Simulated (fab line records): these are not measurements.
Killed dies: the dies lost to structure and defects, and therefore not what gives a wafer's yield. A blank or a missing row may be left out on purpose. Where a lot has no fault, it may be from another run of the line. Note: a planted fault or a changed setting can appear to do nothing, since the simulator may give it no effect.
The tool behind it: which one? / flow sky130 / 11 lots, 33 wafers sampled, at 4 steps of a route of 708

WHAT THE GAUGES SHOWED, per wafer
SKY_VIA3_RS_MEAS_22: uses a four-point probe to measure.
lot=L570; measured=day 39 16:19; on=filmMetro-02; VIA3_W_RS (ohm/sq)=0.2902 0.2916 0.2870
lot=L572; measured=day 40 02:15; on=filmMetro-01; VIA3_W_RS (ohm/sq)=0.2969 0.2904 0.2921
lot=L571; measured=day 40 05:25; on=filmMetro-01; VIA3_W_RS (ohm/sq)=0.2918 0.2939 0.2895
lot=L573; measured=day 40 12:40; on=filmMetro-01; VIA3_W_RS (ohm/sq)=0.2961 0.2955 0.2902
lot=L578; measured=day 42 11:13; on=filmMetro-04; VIA3_W_RS (ohm/sq)=0.2931 0.2909 0.2925
lot=L582; measured=day 43 16:01; on=filmMetro-01; VIA3_W_RS (ohm/sq)=0.2944 0.2968 0.2896
lot=L583; measured=day 44 02:51; on=filmMetro-01; VIA3_W_RS (ohm/sq)=0.2895 0.2885 0.2915
lot=L585; measured=day 44 08:01; on=filmMetro-04; VIA3_W_RS (ohm/sq)=0.2901 0.2929 0.2905
lot=L588; measured=day 45 09:17; on=filmMetro-04; VIA3_W_RS (ohm/sq)=0.2967 0.2970 0.2967
lot=L592; measured=day 45 22:12; on=filmMetro-02; VIA3_W_RS (ohm/sq)=0.2963 0.2928 0.2926
lot=L593; measured=day 46 00:02; on=filmMetro-02; VIA3_W_RS (ohm/sq)=0.2918 0.2947 0.2907

WHAT TOOL EACH LOT RAN ON (gives the tool, then ch and the chambers of the sampled wafers, and finally the start)
lot=L570; SKY_VIA3_ETCH_14=rieDiel-02 ch 0,1,2, day 39 15:25; SKY_VIA3_STRIP_16=plasmaAsher-01 ch 0,1, day 39 15:31; SKY_VIA3_SPUTTER_20=pvdSputter-03, day 39 16:07
lot=L572; SKY_VIA3_ETCH_14=rieDiel-02 ch 0,1,3, day 40 01:21; SKY_VIA3_STRIP_16=plasmaAsher-02 ch 0,1, day 40 01:27; SKY_VIA3_SPUTTER_20=pvdSputter-01, day 40 02:03
lot=L571; SKY_VIA3_ETCH_14=rieDiel-04 ch 0,1,2, day 40 04:07; SKY_VIA3_STRIP_16=plasmaAsher-03 ch 0,1, day 40 04:13; SKY_VIA3_SPUTTER_20=pvdSputter-03, day 40 05:13
lot=L573; SKY_VIA3_ETCH_14=rieDiel-01 ch 1,2,3, day 40 11:46; SKY_VIA3_STRIP_16=plasmaAsher-03 ch 0,1, day 40 11:52; SKY_VIA3_SPUTTER_20=pvdSputter-01, day 40 12:28
lot=L578; SKY_VIA3_ETCH_14=rieDiel-02 ch 1,2,3, day 42 10:20; SKY_VIA3_STRIP_16=plasmaAsher-02 ch 0,1, day 42 10:26; SKY_VIA3_SPUTTER_20=pvdSputter-02, day 42 11:02
lot=L582; SKY_VIA3_ETCH_14=rieDiel-04 ch 0,2,3, day 43 15:03; SKY_VIA3_STRIP_16=plasmaAsher-03 ch 0,1, day 43 15:09; SKY_VIA3_SPUTTER_20=pvdSputter-01, day 43 15:49
lot=L583; SKY_VIA3_ETCH_14=rieDiel-01 ch 1,2,3, day 44 01:51; SKY_VIA3_STRIP_16=plasmaAsher-03 ch 0,1, day 44 01:57; SKY_VIA3_SPUTTER_20=pvdSputter-03, day 44 02:39
lot=L585; SKY_VIA3_ETCH_14=rieDiel-02 ch 1,2, day 44 07:06; SKY_VIA3_STRIP_16=plasmaAsher-02 ch 0,1, day 44 07:12; SKY_VIA3_SPUTTER_20=pvdSputter-01, day 44 07:50
lot=L588; SKY_VIA3_ETCH_14=rieDiel-01 ch 1,2, day 45 08:22; SKY_VIA3_STRIP_16=plasmaAsher-02 ch 0,1, day 45 08:30; SKY_VIA3_SPUTTER_20=pvdSputter-03, day 45 09:04
lot=L592; SKY_VIA3_ETCH_14=rieDiel-01 ch 0,2,3, day 45 21:13; SKY_VIA3_STRIP_16=plasmaAsher-02 ch 0,1, day 45 21:19; SKY_VIA3_SPUTTER_20=pvdSputter-02, day 45 22:00
lot=L593; SKY_VIA3_ETCH_14=rieDiel-01 ch 0,2,3, day 45 23:09; SKY_VIA3_STRIP_16=plasmaAsher-01 ch 0,1, day 45 23:15; SKY_VIA3_SPUTTER_20=pvdSputter-02, day 45 23:50
- SKY_VIA3_ETCH_14: etches BARC in N2/H2, stops on SiO2, time 45.9 s, target depth 60 nm.
- SKY_VIA3_STRIP_16: strips in O2/N2.
- SKY_VIA3_SPUTTER_20: material TiN, target thk 20 nm, time 80 s.

THE ANSWER, worked out from the rows above alone
Rule: what is usual is taken from the lots themselves. The widest of any qualifying gaps counts: lots, ordered by their means at a reading, are off when they make up no more than a third of the lots, leave a main group of 4 or more, and stand apart from it by 3 or more times the standard deviation of that group's means. A main group whose means are all the same, to the digits that the tables above print for the reading, isn't used. Also off: a lot with no number at a reading for which 4 or more lots have one. Any other lot the step has rows for is counted as sound.
No lot is off at any reading shown: from this, nothing can be told.

WHAT WAS PUT IN BY THE SIMULATOR
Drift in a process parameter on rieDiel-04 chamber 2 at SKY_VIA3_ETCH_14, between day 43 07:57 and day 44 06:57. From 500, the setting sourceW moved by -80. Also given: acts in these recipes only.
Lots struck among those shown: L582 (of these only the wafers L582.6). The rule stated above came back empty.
